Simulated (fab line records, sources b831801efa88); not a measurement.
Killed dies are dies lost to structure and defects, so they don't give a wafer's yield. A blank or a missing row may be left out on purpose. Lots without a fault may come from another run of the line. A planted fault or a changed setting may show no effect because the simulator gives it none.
Problem report in the 8D (eight disciplines) form, filled by code | flow sky130 | the parts of the form that need people (team, actions taken, sign-off) are left out

1. THE PROBLEM
run_length_s at SKY_GATE_OXIDE_WET_ETCH_12 reads a mean of 342 s on 6 wafers of 2 lots; wafers without a fault read 364 s with a standard deviation of 3.7. That is -5.9 standard deviations from the usual mean.
The step: etches SiO2 in dHF, target depth 16.8 nm, time 336 s.
First seen on wafer L426.1, day 17 20:13, on wet_bench-03. The record holds 39 wafers of 13 lots with a number at this step. Rule for "out", or "out of limits": more than 4 standard deviations from the usual mean. The other wafers with a number count as sound.

2. WHAT IT IS AND WHAT IT IS NOT
question                    | is                     | is not
which readings at this step | run_length_s           | temp_c
which lots                  | L426, L427             | L415, L417, L418, L419, L420, L421, L423, L435, L436, L437, L438
which wafers of those lots  | all that have a number | -
read on which tools         | wet_bench-03           | wet_bench-01, wet_bench-02
when                        | from day 17 20:13      | up to then (21 sound wafers); but 12 sound wafers of L435, L436, L437, L438 came after

3. SUSPECTS, AND WHAT RULES EACH OUT
Counting: a tool at a process step up to the reading stays a suspect if it ran every lot that is out and no sound lot after the first of them.
- wet_bench-03 at SKY_GATE_OXIDE_WET_ETCH_12 (etches SiO2 in dHF, target depth 16.8 nm, time 336 s): ruled out as a lasting fault. Sound lots L436, L437 ran on it after its first lot that is out, L426 (day 17 20:13).
Left after counting: nothing in the record.

4. THE CAUSE (what the simulator had put in)
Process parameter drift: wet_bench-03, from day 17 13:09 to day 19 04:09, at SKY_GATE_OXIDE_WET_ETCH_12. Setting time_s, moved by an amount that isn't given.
Counting ruled it out, wrongly.

5. THE CHAIN OF EFFECTS, in route order
Each row: a reading whose mean over the struck wafers that have a number lies more than 3 standard deviations from the usual. Only readings for which the record gives a usual standard deviation are gone through. hours: the time from each lot's start at the first step in this table that gives one to its start at this step, as a median over the lots. sigmas: the change in usual standard deviations.
hours | step                       | reading      | usual | on struck wafers | change | sigmas
0     | SKY_GATE_OXIDE_WET_ETCH_12 | run_length_s | 364 s | 342              | -22    | -5.9
The process steps in it:
- SKY_GATE_OXIDE_WET_ETCH_12: etches SiO2 in dHF, target depth 16.8 nm, time 336 s.
Later measuring or inspecting steps at which every struck wafer that the step has a row for has a number for every such reading, and none has moved that far: SKY_POLY_GATE_CD_MEAS_13.

6. WHAT WOULD HAVE CAUGHT IT SOONER
In this record the first reading out of limits was taken at day 17 20:13, 7 hours after the fault began at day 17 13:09.
